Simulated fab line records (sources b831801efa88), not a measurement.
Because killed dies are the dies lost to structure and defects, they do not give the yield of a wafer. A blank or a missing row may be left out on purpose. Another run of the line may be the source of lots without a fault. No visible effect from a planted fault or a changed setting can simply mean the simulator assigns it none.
What tool caused it? -- flow sky130 -- 12 lots with 36 wafers sampled at 2 steps, on a route of 708 steps

## WHAT THE GAUGES SHOWED, per wafer
SKY_METAL5_THK_MEAS_06: measures by xrf.
lot,measured,on,METAL5_ALCU_THK (nm)
L765,day 42 18:28,filmMetro-04,1138 1134 1147
L766,day 42 22:01,filmMetro-04,1132 1133 1134
L768,day 43 13:03,filmMetro-04,1140 1135 1135
L770,day 44 06:32,filmMetro-04,1145 1122 1114
L772,day 44 20:50,filmMetro-01,1150 1165 1164
L773,day 45 07:25,filmMetro-04,1131 1132 1125
L775,day 45 16:14,filmMetro-04,1127 1137 1139
L776,day 45 17:56,filmMetro-04,1152 1148 1146
L777,day 46 06:17,filmMetro-04,1135 1131 1145
L780,day 46 22:09,filmMetro-04,1153 1145 1152
L783,day 47 11:47,filmMetro-04,1151 1155 1140
L785,day 48 04:11,filmMetro-01,1164 1169 1168

## TOOL THAT RAN EACH LOT (tool first, then ch and the chambers of the sampled wafers, then the start)
lot,SKY_METAL1_SPUTTER_01
L765,"pvdSputter-02, day 31 13:30"
L766,"pvdSputter-01, day 31 18:23"
L768,"pvdSputter-01, day 32 10:33"
L770,"pvdSputter-01, day 33 08:20"
L772,"pvdSputter-04, day 34 00:24"
L773,"pvdSputter-02, day 34 13:29"
L775,"pvdSputter-01, day 35 00:13"
L776,"pvdSputter-02, day 35 05:07"
L777,"pvdSputter-04, day 35 16:40"
L780,"pvdSputter-04, day 36 16:20"
L783,"pvdSputter-01, day 37 07:32"
L785,"pvdSputter-01, day 38 03:31"
- SKY_METAL1_SPUTTER_01: material TiN, target thk 20 nm, time 16.7 s.

## WHAT THE TOOLS THEMSELVES READ (means of the sampled wafers that have a number; where no wafer has one, the mark that the record gives instead)
SKY_METAL1_SPUTTER_01.
lot,tool,throttleValvePct (%)
L765,pvdSputter-02,31.2
L766,pvdSputter-01,30.0
L768,pvdSputter-01,30.2
L770,pvdSputter-01,30.0
L772,pvdSputter-04,30.0
L773,pvdSputter-02,30.8
L775,pvdSputter-01,30.6
L776,pvdSputter-02,30.2
L777,pvdSputter-04,29.5
L780,pvdSputter-04,30.6
L783,pvdSputter-01,30.1
L785,pvdSputter-01,30.0

## THE ANSWER, worked out from the rows above alone
Rule: what is usual is taken from the lots themselves. The widest of any qualifying gaps counts: lots, ordered by their means at a reading, are off when they make up no more than a third of the lots, leave a main group of 4 or more, and stand apart from it by 3 or more times the standard deviation of that group's means. The tables above print the reading to a certain number of digits; a main group whose means all agree to those digits is not used. A lot without any number at a reading at which 4 lots or more have one is off too. Where the step has rows for the other lots, those lots are counted as sound. Order of review: gauges by route order, followed by the tools' own readings, for which a lot's mean as printed above is used. At the first step where some lot is off, the reading lying furthest off is the one used; lots without a number count as furthest.
No lot is off at any reading shown: from this, nothing can be told.

## WHAT WAS PUT IN BY THE SIMULATOR
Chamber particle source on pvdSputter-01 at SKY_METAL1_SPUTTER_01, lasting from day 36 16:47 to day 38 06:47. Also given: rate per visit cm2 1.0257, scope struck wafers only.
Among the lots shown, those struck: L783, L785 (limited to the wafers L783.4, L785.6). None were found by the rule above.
